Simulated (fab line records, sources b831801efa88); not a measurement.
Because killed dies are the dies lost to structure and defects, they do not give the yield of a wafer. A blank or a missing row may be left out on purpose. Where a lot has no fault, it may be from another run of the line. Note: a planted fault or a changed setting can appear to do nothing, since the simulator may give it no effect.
Matching of chambers / flow gf180mcu / rie diel-02 running GF_V3_ETCH_16: 4 sister chambers
The step etches BARC in N2/H2. 14 wafers are shown with their chamber, then 7 later ones without.

== WAFERS PAIRED WITH THEIR CHAMBERS ==
wafer=L077.1; chamber=0; drypump motor current A (A)=6.2; oes product au (a.u.)=0.859; throttle valve pct (%)=13.250
wafer=L077.2; chamber=1; drypump motor current A (A)=5.8; oes product au (a.u.)=0.846; throttle valve pct (%)=13.230
wafer=L077.4; chamber=1; drypump motor current A (A)=5.8; oes product au (a.u.)=0.850; throttle valve pct (%)=13.217
wafer=L078.2; chamber=2; drypump motor current A (A)=6.2; oes product au (a.u.)=0.848; throttle valve pct (%)=13.228
wafer=L078.5; chamber=2; drypump motor current A (A)=6.2; oes product au (a.u.)=0.855; throttle valve pct (%)=13.217
wafer=L078.6; chamber=0; drypump motor current A (A)=6.2; oes product au (a.u.)=0.865; throttle valve pct (%)=13.227
wafer=L081.1; chamber=2; drypump motor current A (A)=6.1; oes product au (a.u.)=0.857; throttle valve pct (%)=13.215
wafer=L081.2; chamber=3; drypump motor current A (A)=5.6; oes product au (a.u.)=0.859; throttle valve pct (%)=13.225
wafer=L081.5; chamber=1; drypump motor current A (A)=5.8; oes product au (a.u.)=0.856; throttle valve pct (%)=13.219
wafer=L083.1; chamber=2; drypump motor current A (A)=6.2; oes product au (a.u.)=0.849; throttle valve pct (%)=13.212
wafer=L083.4; chamber=0; drypump motor current A (A)=6.1; oes product au (a.u.)=0.866; throttle valve pct (%)=13.221
wafer=L083.5; chamber=1; drypump motor current A (A)=5.8; oes product au (a.u.)=0.851; throttle valve pct (%)=13.225
wafer=L090.3; chamber=0; drypump motor current A (A)=6.2; oes product au (a.u.)=0.852; throttle valve pct (%)=13.225
wafer=L090.5; chamber=3; drypump motor current A (A)=5.6; oes product au (a.u.)=0.852; throttle valve pct (%)=13.221

SIGNATURES (averages over the wafers above)
reading=drypump motor current A; chamber 0=6.175; chamber 1=5.800; chamber 2=6.175; chamber 3=5.600; scatter within a chamber=0.0387
reading=oes product au; chamber 0=0.86050; chamber 1=0.85075; chamber 2=0.85225; chamber 3=0.85550; scatter within a chamber=0.00509
reading=throttle valve pct; chamber 0=13.23075; chamber 1=13.22275; chamber 2=13.21800; chamber 3=13.22300; scatter within a chamber=0.00878
Rule: distance of a wafer from a chamber = root of the sum over the readings of ((wafer's reading minus chamber's mean) / reading's scatter) squared. If the next closest chamber is less than 2 further off than the closest, the wafer can't be placed; otherwise it belongs to the closest. The scatter is the square root of a quotient: the sum, over the shown wafers, of each reading's squared deviation from its chamber's mean, divided by wafers minus chambers.

== WAFERS WITH NO CHAMBER GIVEN ==
wafer=L090.6; drypump motor current A (A)=6.1; oes product au (a.u.)=0.859; throttle valve pct (%)=13.216
wafer=L094.1; drypump motor current A (A)=6.1; oes product au (a.u.)=0.854; throttle valve pct (%)=13.223
wafer=L094.4; drypump motor current A (A)=5.8; oes product au (a.u.)=0.848; throttle valve pct (%)=13.217
wafer=L094.6; drypump motor current A (A)=6.2; oes product au (a.u.)=0.853; throttle valve pct (%)=13.242
wafer=L097.2; drypump motor current A (A)=5.6; oes product au (a.u.)=0.853; throttle valve pct (%)=13.238
wafer=L097.3; drypump motor current A (A)=6.2; oes product au (a.u.)=0.856; throttle valve pct (%)=13.219
wafer=L097.4; drypump motor current A (A)=5.8; oes product au (a.u.)=0.861; throttle valve pct (%)=13.236

== WHICH CHAMBER EACH WENT THROUGH ==
wafer=L090.6; from the rows above=can't be placed: 2 or 0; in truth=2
wafer=L094.1; from the rows above=can't be placed: 2 or 0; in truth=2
wafer=L094.4; from the rows above=1; in truth=1
wafer=L094.6; from the rows above=can't be placed: 0 or 2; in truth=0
wafer=L097.2; from the rows above=3; in truth=3
wafer=L097.3; from the rows above=can't be placed: 2 or 0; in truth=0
wafer=L097.4; from the rows above=1; in truth=1
Correct placement for 3 of the 7. These rows do not allow placing 4 (true chamber among the candidates in 4). Number placed wrongly: 0.
